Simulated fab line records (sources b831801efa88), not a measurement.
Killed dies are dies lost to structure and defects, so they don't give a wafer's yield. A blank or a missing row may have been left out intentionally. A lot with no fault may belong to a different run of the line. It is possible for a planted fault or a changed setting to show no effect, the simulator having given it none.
Chamber matching | flow gf180mcu | rie si-01 running GF_POLY_GATE_ETCH_13: 4 sister chambers
The step etches poly-Si in HBr/Cl2, stops on SiO2, target depth 198.5 nm, time 69.6 s. 8 wafers are shown with their chamber, then 9 later ones without.

EACH WAFER AND ITS CHAMBER
wafer  | chamber | drypump motor current A (A) | run length s (s)
L416.5 | 0       | 5.6                         | 99.2
L416.6 | 1       | 6.6                         | 97.0
L418.2 | 2       | 5.6                         | 97.3
L418.3 | 3       | 6.1                         | 98.4
L418.6 | 2       | 5.6                         | 98.0
L419.1 | 0       | 5.6                         | 99.1
L419.3 | 3       | 6.2                         | 99.0
L419.5 | 1       | 6.6                         | 97.7

WAFERS WITHOUT THEIR CHAMBER
wafer  | drypump motor current A (A) | run length s (s)
L426.2 | 5.6                         | 98.9
L426.4 | 5.6                         | 98.7
L426.5 | 6.1                         | 98.3
L433.2 | 5.6                         | 98.5
L433.4 | 6.6                         | 97.5
L433.6 | 5.6                         | 97.4
L434.2 | 5.6                         | 98.7
L434.5 | 5.6                         | 97.5
L434.6 | 6.2                         | 98.3

WHICH CHAMBER EACH WENT THROUGH
wafer  | from the rows above     | in truth
L426.2 | 0                       | 0
L426.4 | can't be placed: 0 or 2 | 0
L426.5 | 3                       | 3
L433.2 | can't be placed: 0 or 2 | 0
L433.4 | 1                       | 1
L433.6 | 2                       | 2
L434.2 | can't be placed: 0 or 2 | 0
L434.5 | 2                       | 2
L434.6 | 3                       | 3
Correctly placed: 6 of 9. These rows do not allow placing 3 (true chamber among the candidates in 3). Number placed wrongly: 0.
How it was worked out, from the rows above alone: a wafer's distance from a chamber is the root of the sum, over the readings, of the square of ((its reading less the chamber's mean) divided by the reading's scatter). The wafer belongs to the nearest chamber; if the next one is less than 2 further off, it can't be placed. The mean given for a chamber averages the wafers shown for that chamber. The scatter is the square root of a quotient: the sum, over the shown wafers, of each reading's squared deviation from its chamber's mean, divided by wafers minus chambers.
